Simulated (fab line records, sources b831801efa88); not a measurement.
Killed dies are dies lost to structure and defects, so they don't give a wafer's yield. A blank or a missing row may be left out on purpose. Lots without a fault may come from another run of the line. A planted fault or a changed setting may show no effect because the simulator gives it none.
Which tool did it? | flow gf180mcu | 6 lots, 18 wafers sampled, at 3 steps of a route of 602

WHAT THE GAUGES READ, wafer by wafer
GF_HV_LDD_THK_MEAS_57.
lot  | measured     | on            | HV_LDD_CVD_56_THK (nm)
L452 | day 12 19:09 | film_metro-02 | 89.6 90.1 91.0
L454 | day 13 02:22 | film_metro-04 | 89.6 89.6 89.1
L457 | day 13 23:35 | film_metro-02 | 90.3 90.8 90.2
L463 | day 15 23:02 | film_metro-01 | 88.7 90.1 89.3
L467 | day 17 16:34 | film_metro-01 | 91.6 90.7 90.7
L469 | day 18 13:37 | film_metro-04 | 89.3 89.5 89.6

WHICH TOOL RAN EACH LOT (tool, then ch and the chambers of the sampled wafers, then the start)
lot  | GF_NWELL_STRIP_10                   | GF_POLY_GATE_ETCH_12
L452 | plasma_asher-04 ch 0,1, day 3 14:22 | rie_diel-04 ch 1,2,3, day 9 07:10
L454 | plasma_asher-04 ch 0,1, day 3 22:33 | rie_diel-04 ch 0,1,2, day 9 14:05
L457 | plasma_asher-04 ch 0,1, day 4 17:24 | rie_diel-02 ch 1,2,3, day 10 12:43
L463 | plasma_asher-03 ch 0,1, day 6 01:58 | rie_diel-03 ch 0,1,3, day 12 06:19
L467 | plasma_asher-04 ch 1, day 6 22:22   | rie_diel-03 ch 1,3, day 13 11:04
L469 | plasma_asher-02 ch 0,1, day 7 10:16 | rie_diel-03 ch 0,1,3, day 14 05:07
- GF_NWELL_STRIP_10: strips in O2/N2.
- GF_POLY_GATE_ETCH_12: etches BARC in N2/H2.

THE ANSWER, worked out from the rows above alone
Rule: what is usual is taken from the lots themselves. Put in order of their means at a reading, lots are off if they are a third of the lots or fewer, leave a main group of 4 or more, and stand apart from it by a gap of 3 or more times the standard deviation of the main group's means; of several such gaps the widest counts. A main group whose means are all the same, to the digits that the tables above print for the reading, isn't used. A lot without any number at a reading at which 4 lots or more have one is off too. The other lots that the step has rows for count as sound.
No lot is off at any reading shown: from this, nothing can be told.

WHAT THE SIMULATOR HAD PUT IN
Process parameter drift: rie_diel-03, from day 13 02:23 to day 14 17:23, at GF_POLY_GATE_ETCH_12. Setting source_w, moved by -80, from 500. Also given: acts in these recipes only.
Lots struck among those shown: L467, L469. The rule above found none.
